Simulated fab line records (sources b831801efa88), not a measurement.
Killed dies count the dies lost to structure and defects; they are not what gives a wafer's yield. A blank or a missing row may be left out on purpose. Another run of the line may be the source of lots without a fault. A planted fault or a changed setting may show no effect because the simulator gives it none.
Comparing a struck lot with a sound one + flow sky130 + 18 steps out of a route of 708
Sound: the wafers L507.1, L507.3, L507.5. Wafers L512.1, L512.2, L512.4 were the ones struck. The cause is given at the end.
Per side, at each step with rows, come the tool, then ch with its chambers, and then its first start. Under that, the readings that differ: sound wafers + struck wafers + difference of the means + sigmas: that difference in standard deviations of wafers without a fault.
alike: readings whose means differ by less than 2 such deviations, and words and numbers that are the same on both sides. not compared: withheld readings, readings that some wafer has no value for, bounds like >300 that may hide the same value, and numbers for which the record gives no deviation and whose values overlap.
A row with sigmas, a row that says differs or no value, or rows on one side alone: a step with any of these is where the two part. Non-overlapping numbers with no deviation appear without sigmas and do not part them. Lack of a reading on every wafer of one side parts them only where that side has two or more wafers.

SKY_CONTACT_CMP_04: polishes SiO2.
  sound on cmp-01 ch 0,1,2, day 34 17:48; struck on cmp-02 ch 0,1,3, day 36 02:19
  alike: edge zone pressure frac, motor current A, time to endpoint s
SKY_CONTACT_BOW_MEAS_05:
  sound: film metro-02 at day 34 18:03; struck: film metro-03 at day 36 02:37
  alike: CONTACT_BOW
then, 8 steps without rows for these wafers: SKY_CONTACT_DEHYDRATE_06 (time 60 s); SKY_CONTACT_HMDS_07 (prime time 60 s); SKY_CONTACT_COAT_08 (resist thk 60 nm); SKY_CONTACT_COAT_09 (resist thk 450 nm); SKY_CONTACT_SOFTBAKE_10 (time 90 s); SKY_CONTACT_EXPOSE_11 (exposes mask CTM1, target cd 170 nm); SKY_CONTACT_PEB_12; SKY_CONTACT_DEVELOP_13 (develop time 60 s).
SKY_CONTACT_CD_MEAS_14: target cd 170 nm.
  sound: cd sem-02 at day 35 21:58; struck: cd sem-02 at day 37 06:55
  alike: cd nm
SKY_CONTACT_OVL_MEAS_15:
  sound: overlay-02 at day 35 22:05; struck: overlay-01 at day 37 07:02
  alike: CONTACT_OVL
SKY_CONTACT_ETCH_16: etches BARC in N2/H2, stops on SiO2, time 45.9 s, target depth 60 nm.
  sound on rie diel-04 ch 0,1,2, day 35 22:08; struck on rie diel-04 ch 0,2,3, day 37 07:05
  no value came back on the struck wafers for any of 6 readings (bias w (W), chamber pressure mTorr (mTorr) and others); on the sound wafers bias w (W) reads 100.1 100.2 99.5
| reading                                        | sound             | struck            | difference | sigmas |
|------------------------------------------------|-------------------|-------------------|------------|--------|
| model.KrF-thick_of_CONTACT_COAT_09.thk nm (nm) | 390.3 391.8 391.6 | 435.3 436.3 434.8 | +44.2      |        |
  not compared: rf hours counter h
SKY_CONTACT_ETCH_17: etches SiO2 in C4F8/O2/Ar, stops on Si3N4, target depth 340 nm.
  sound on rie diel-04 ch 0,1,2, day 35 22:10; struck on rie diel-04 ch 0,2,3, day 37 07:07
| reading               | sound             | struck            | difference | sigmas |
|-----------------------|-------------------|-------------------|------------|--------|
| oes product au (a.u.) | 0.895 0.888 0.891 | 0.381 0.370 0.368 | -0.518     | -98    |
  alike: bias w, chamber pressure mTorr
SKY_CONTACT_ETCH_18: etches Si3N4 in CHF3/O2, stops on TiN, time 39 s, target depth 75 nm.
  sound: rie diel-04 ch 0,1,2; struck: rie diel-04 ch 0,2,3
| reading                                        | sound             | struck            | difference | sigmas |
|------------------------------------------------|-------------------|-------------------|------------|--------|
| oes product au (a.u.)                          | 0.862 0.867 0.854 | 0.382 0.369 0.379 | -0.484     | -54    |
| throttle valve pct (%)                         | 8.792 8.779 8.791 | 8.664 8.686 8.689 | -0.108     | -12    |
| model.KrF-thick_of_CONTACT_COAT_09.thk nm (nm) | 233.2 238.1 242.5 | 286.6 286 278.5   | +45.8      |        |
  alike: O2_flow_sccm, bias w, drypump motor current A
  not compared: rf hours counter h
SKY_CONTACT_STRIP_19: strips in O2/N2.
  sound on plasma asher-04 ch 0, day 35 22:16; struck on plasma asher-03 ch 0,1, day 37 07:13
| reading                      | sound             | struck            | difference | sigmas |
|------------------------------|-------------------|-------------------|------------|--------|
| drypump motor current A (A)  | 6.8 6.8 6.8       | 5.3 5.8 5.8       | -1.2       | -2     |
| oes product au (a.u.)        | 0.372 0.378 0.382 | 0.406 0.404 0.403 | +0.027     | +5     |
| strip time to endpoint s (s) | 3.52 3.57 3.62    | 4.09 4.08 3.98    | +0.48      | +11    |
  not compared: rf hours counter h
then, 1 step without rows for these wafers: SKY_CONTACT_STRIP_20 (strips in post etch residue remover, time 1200 s).
-- the record jumps here: 13 days lie between the struck wafers' starts before and after (it left off in module CONTACT and takes up again in module PAD_OPEN, whose first step shown is number 708 of the route) --
SKY_PAD_OPEN_PROBE_99:
  only the struck wafers here have rows in the record (prober-02, day 49 23:05); the sound ones have none

== WHERE THEY PART ==
At SKY_CONTACT_ETCH_16 first; at SKY_PAD_OPEN_PROBE_99 last (within this record only).

WHY: what had been put in by the simulator
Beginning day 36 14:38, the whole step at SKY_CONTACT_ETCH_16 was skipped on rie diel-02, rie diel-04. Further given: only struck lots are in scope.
